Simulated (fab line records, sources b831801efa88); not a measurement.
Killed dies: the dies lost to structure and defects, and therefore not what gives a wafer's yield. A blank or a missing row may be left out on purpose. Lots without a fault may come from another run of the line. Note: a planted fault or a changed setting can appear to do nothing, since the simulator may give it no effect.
Matching of chambers -- flow gf180mcu -- GF_V3_CMP_04 on cmp-01: 4 sister chambers
The step polishes SiO2. 8 wafers are shown with their chamber, then 7 later ones without.

## EACH WAFER AND ITS CHAMBER
wafer,chamber,motor current A (A),time to endpoint s (s)
L158.3,2,12.3,75
L161.3,2,12.1,85
L169.1,3,13.8,80
L173.6,1,12.7,85
L174.5,0,10.8,80
L174.6,3,13.2,86
L176.3,0,10.1,79
L176.4,1,13.2,88

## WAFERS WITHOUT THEIR CHAMBER
wafer,motor current A (A),time to endpoint s (s)
L176.6,13.0,78
L178.2,13.6,75
L178.5,14.3,87
L178.6,11.6,81
L180.1,9.7,76
L180.4,12.5,88
L180.5,12.3,88

## WHICH CHAMBER EACH WENT THROUGH
wafer,from the rows above,in truth
L176.6,can't be placed: 3 or 1 or 2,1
L178.2,can't be placed: 3 or 1 or 2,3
L178.5,can't be placed: 3 or 1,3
L178.6,can't be placed: 2 or 0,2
L180.1,0,0
L180.4,can't be placed: 1 or 2 or 3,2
L180.5,can't be placed: 1 or 2 or 3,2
Correctly placed: 1 of 7. These rows do not allow placing 6 (true chamber among the candidates in 6). Wrongly placed: 0.
How it was worked out, from the rows above alone: a wafer's distance from a chamber is the root of the sum, over the readings, of the square of ((its reading less the chamber's mean) divided by the reading's scatter). If the next closest chamber is less than 2 further off than the closest, the wafer can't be placed; otherwise it belongs to the closest. The mean given for a chamber averages the wafers shown for that chamber. The scatter is the square root of a quotient: the sum, over the shown wafers, of each reading's squared deviation from its chamber's mean, divided by wafers minus chambers.
